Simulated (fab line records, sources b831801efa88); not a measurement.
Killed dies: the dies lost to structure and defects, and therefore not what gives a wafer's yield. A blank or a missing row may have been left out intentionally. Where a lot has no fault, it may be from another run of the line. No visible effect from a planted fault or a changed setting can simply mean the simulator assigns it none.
8D (eight disciplines) problem report, filled in by code || flow sfq-line || the parts of the form that need people (team, actions taken, sign-off) are left out

== 1. WHAT IS WRONG ==
Mean M7_NB_RS at SFQ_M7_RS_MEAS_943: 0.724 ohm/sq over 6 wafers in 2 lots; fault-free wafers: 0.892 ohm/sq, standard deviation 0.012. That is -14 standard deviations from the usual mean.
The step: measures by four-point-probe.
First observed at day 84 10:55: wafer L542.2, on film-metro-03. The record has a number at this step for 42 wafers belonging to 14 lots. By rule, "out" or "out of limits" means more than 4 standard deviations away from the usual mean. All remaining wafers that have a number are taken as sound.

== 2. WHAT IT IS; WHAT IT IS NOT ==
{"question": "which readings at this step", "is": "M7_NB_RS", "is not": "-"}
{"question": "which lots", "is": "L542, L543", "is not": "L525, L528, L531, L532, L533, L537, L538, L540, L544, L545, L547, L548"}
{"question": "which wafers of those lots", "is": "all that have a number", "is not": "-"}
{"question": "read on which gauges", "is": "film-metro-03", "is not": "film-metro-01, film-metro-04"}
{"question": "when", "is": "from day 84 10:55", "is not": "up to then (24 sound wafers); but 12 sound wafers of L544, L545, L547, L548 came after"}

== 3. WHAT RULES OUT EACH SUSPECT ==
Counting: a tool at any process step up to the reading remains a suspect when it ran all the lots that are out and ran no sound lot after the first of those.
- the gauge at SFQ_M7_RS_MEAS_943 is ruled out. All the wafers that are out were read on film-metro-03, but those of them that SFQ_TRILAYER_M7_DEP_SPUTTER_175 has rows for are out there too, on other tools.
- pvd-sputter-05 at SFQ_TRILAYER_M7_DEP_SPUTTER_175 (material Nb, target thk 200 nm, time 133.3 s): kept. All lots that are out passed through it, beginning with L542 at day 84 10:48, and no sound lot followed; its final sound lot before that point was L537 at day 83 01:12. Its own readings are out on those wafers: cathode-dc-power-W.
Left after counting: pvd-sputter-05 at SFQ_TRILAYER_M7_DEP_SPUTTER_175.

== 4. THE CAUSE (what the simulator had put in) ==
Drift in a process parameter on pvd-sputter-05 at SFQ_TRILAYER_M7_DEP_SPUTTER_175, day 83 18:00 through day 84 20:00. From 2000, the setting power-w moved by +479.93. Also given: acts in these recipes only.
After counting, this tool was the only one left.

== 5. THE EFFECT CHAIN, in route order ==
Rows list readings where the struck wafers' mean (over those with a number) sits beyond 3 standard deviations from the usual. Scope: only readings with a usual standard deviation given in the record; hours: median across lots of the time from each lot's start at the first step in this table that gives one to its start at this step; sigmas: change in usual standard deviations.
{"hours": 0, "step": "SFQ_TRILAYER_M7_DEP_SPUTTER_175", "reading": "cathode-dc-power-W", "usual": "2000.0 W", "on struck wafers": 2479.8, "change": "+479.8", "sigmas": "+99 or more"}
{"hours": 0, "step": "SFQ_M7_RS_MEAS_943", "reading": "M7_NB_RS", "usual": "0.892 ohm/sq", "on struck wafers": 0.724, "change": -0.168, "sigmas": -14}
{"hours": 86, "step": "SFQ_TRILAYER_M7_ETCH_METAL_ETCH_180", "reading": "oes-product-au", "usual": "0.894 a.u.", "on struck wafers": 0.998, "change": "+0.104", "sigmas": "+13"}
The process steps in it:
- SFQ_TRILAYER_M7_DEP_SPUTTER_175: material Nb, target thk 200 nm, time 133.3 s.
- SFQ_TRILAYER_M7_ETCH_METAL_ETCH_180: etches Nb in Cl2/Ar, stops on SiO2, target depth 240 nm, time 120 s.

== 6. HOW IT WOULD HAVE BEEN CAUGHT EARLIER ==
Counted from the fault's start at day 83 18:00, it took 17 hours until the first out-of-limits reading at a measuring or inspecting step in this record, taken at day 84 10:55.
At SFQ_TRILAYER_M7_DEP_SPUTTER_175, the tool's own readings (cathode-dc-power-W) were out on each struck wafer the step has a row for, so an alarm limit on them would have fired on the first such wafer.
Lots out: 2; of these, L543 started SFQ_TRILAYER_M7_DEP_SPUTTER_175 on pvd-sputter-05 after day 84 10:55. A hold on the tool at that time would have spared it.
